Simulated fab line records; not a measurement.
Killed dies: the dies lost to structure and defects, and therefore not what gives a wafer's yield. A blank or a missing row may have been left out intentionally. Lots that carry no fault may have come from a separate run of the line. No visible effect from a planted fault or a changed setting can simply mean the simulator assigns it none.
Comparing a struck lot with a sound one / flow sky130 / 16 out of 708 route steps
Sound: these wafers, L694.1, L694.2, L694.5. Wafers L693.2, L693.4, L693.6 were the ones struck. Last of all comes the cause.
At each step with rows: each side's tool, then ch and its chambers, then its first start. Under that, the readings that differ: sound wafers / struck wafers / difference of the means / sigmas: that difference in standard deviations of wafers without a fault.
alike: words and numbers the same on both sides, and readings whose means are apart by under 2 such deviations; not compared: readings that were withheld, readings missing a value for some wafer, numbers with overlapping values and no deviation given by the record, and bounds like >300 which may hide the same value.
A row with sigmas, a row that says differs or no value, or rows on one side alone: a step with any of these is where the two part. Non-overlapping numbers with no deviation appear without sigmas and do not part them. A reading missing from all wafers of one side parts the sides only when that side holds two or more wafers.

first, 5 steps without rows for these wafers: SKY_POLY_GATE_COAT_08 (resist thk 450 nm); SKY_POLY_GATE_SOFTBAKE_09 (time 90 s); SKY_POLY_GATE_EXPOSE_10 (exposes mask P1M, target cd 150 nm); SKY_POLY_GATE_PEB_11; SKY_POLY_GATE_DEVELOP_12 (develop time 60 s).
SKY_POLY_GATE_CD_MEAS_13 targets a cd of 150 nm.
  struck on cd-sem-01, day 20 17:32; sound on cd-sem-01, day 21 04:20
  alike: cd-nm
SKY_POLY_GATE_OVL_MEAS_14:
  struck on overlay-01, day 20 17:38; sound on overlay-02, day 21 04:27
  alike: POLY_GATE_OVL
SKY_POLY_GATE_ETCH_15: etches BARC in N2/H2, stops on SiO2, time 118.5 s, target depth 110 nm.
  sound on rie-diel-01 ch 2,3, day 21 04:29; struck on rie-diel-02 ch 0,2,3, day 20 17:40
  alike: drypump-motor-current-A, oes-product-au, throttle-valve-pct
  not compared: rf-hours-counter-h
SKY_POLY_GATE_ETCH_16: etches Si3N4 in CH3F/O2, stops on poly-Si, time 147.5 s, target depth 75 nm.
  sound on rie-diel-01 ch 2,3, day 21 04:34; struck on rie-diel-02 ch 0,2,3, day 20 17:45
  alike: drypump-motor-current-A, oes-product-au, throttle-valve-pct
  not compared: rf-hours-counter-h
SKY_POLY_GATE_ETCH_17: etches poly-Si in HBr/Cl2, stops on SiO2, target depth 180 nm, time 70.5 s.
  sound on rie-si-01 ch 1,2,3, day 21 04:40; struck on rie-si-02 ch 0,1, day 20 17:50
  alike: drypump-motor-current-A, oes-product-au, throttle-valve-pct
  not compared: rf-hours-counter-h
SKY_POLY_GATE_STRIP_18: strips in O2/N2.
  sound on plasma-asher-02 ch 0,1, day 21 04:43; struck on plasma-asher-02 ch 0,1, day 20 17:54
  alike: drypump-motor-current-A, oes-product-au, strip-time-to-endpoint-s
  not compared: rf-hours-counter-h
then, 1 step without rows for these wafers: SKY_POLY_GATE_CLEAN_19 (cleans in SC1/SC2, time 150 s).
SKY_POLY_GATE_OXIDATION_20: stabilise 600 s, purge 300 s, target thk 4 nm.
  sound on furnace-02 ch 0, day 21 04:52; struck on furnace-01 ch 0, day 20 18:04
reading=spike-tc-bottom-C (C); sound=869.2 870.2 870.4; struck=889.2 886.3 888.1; difference=+17.9; sigmas=+9
reading=spike-tc-centre-C (C); sound=851.6 852.7 853.9; struck=872.5 873.5 870.9; difference=+19.6; sigmas=+20
reading=spike-tc-lower-C (C); sound=849.9 850.7 848.9; struck=873.2 871.7 871.9; difference=+22.4; sigmas=+22
reading=spike-tc-top-C (C); sound=860.4 859.1 859.5; struck=886.9 886.5 886.0; difference=+26.8; sigmas=+9
reading=spike-tc-upper-C (C); sound=848.2 849.7 849.4; struck=869.5 868.6 869.4; difference=+20.1; sigmas=+17
reading=zone-power-bottom-pct (%); sound=23.1 22.9 23.1; struck=25.3 25.4 24.9; difference=+2.2; sigmas=+5
reading=model.SiO2_of_POLY_GATE_OXIDATION_20.thk-nm (nm); sound=4.015 4.015 3.997; struck=5.314 5.35 5.353; difference=+1.330; sigmas=
SKY_POLY_GATE_THK_MEAS_21:
  struck on film-metro-03, day 20 19:19; sound on film-metro-03, day 21 06:07
reading=POLY_GATE_OXIDATION_THK (nm); sound=4.02 4.00 4.01; struck=5.33 5.33 5.35; difference=+1.33; sigmas=+18
SKY_POLY_GATE_CD_MEAS_22:
  struck on cd-sem-01, day 20 19:23; sound on cd-sem-02, day 21 06:11
  alike: cd-nm
-- here the record skips 28 days between the struck wafers' starts before and after, leaving off in module POLY_GATE and picking up in module PAD_OPEN (first step shown: number 708 of the route) --
SKY_PAD_OPEN_PROBE_99:
  struck on prober-01, day 48 18:19; sound on prober-02, day 48 22:26
reading=model.etest.tip-sonos.rs-ohm-sq; sound=2671 2710 2692; struck=2857 2888 2853; difference=+175; sigmas=
reading=model.etest.tip-p.rs-ohm-sq; sound=6925 6900 6875; struck=7030 6993 7078; difference=+134; sigmas=
reading=model.etest.tip-n.rs-ohm-sq; sound=436.4 438.7 438.8; struck=465.1 469.3 463; difference=+27.8; sigmas=
reading=model.etest.res-pdiff.rs-ohm-sq; sound=197.7 198.8 197.1; struck=204.2 205.7 203.9; difference=+6.7; sigmas=
reading=model.etest.res-ndiff.rs-ohm-sq; sound=121.5 121.4 120.6; struck=123.1 122.6 122.3; difference=+1.5; sigmas=
  alike: killed_at_M0_to_M3, killed_at_M4_up, killed-at-contacts, killed-at-front-end, killed-at-other, killed-dies, killed-open, killed-short

WHERE THEY PART
Earliest at SKY_POLY_GATE_OXIDATION_20; latest, in this record, at SKY_POLY_GATE_THK_MEAS_21. Later steps at which nothing parts them and some readings are alike: SKY_POLY_GATE_CD_MEAS_22, SKY_PAD_OPEN_PROBE_99.

WHY: what had been put in by the simulator
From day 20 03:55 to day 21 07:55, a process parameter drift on furnace-01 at SKY_POLY_GATE_OXIDATION_20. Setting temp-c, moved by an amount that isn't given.
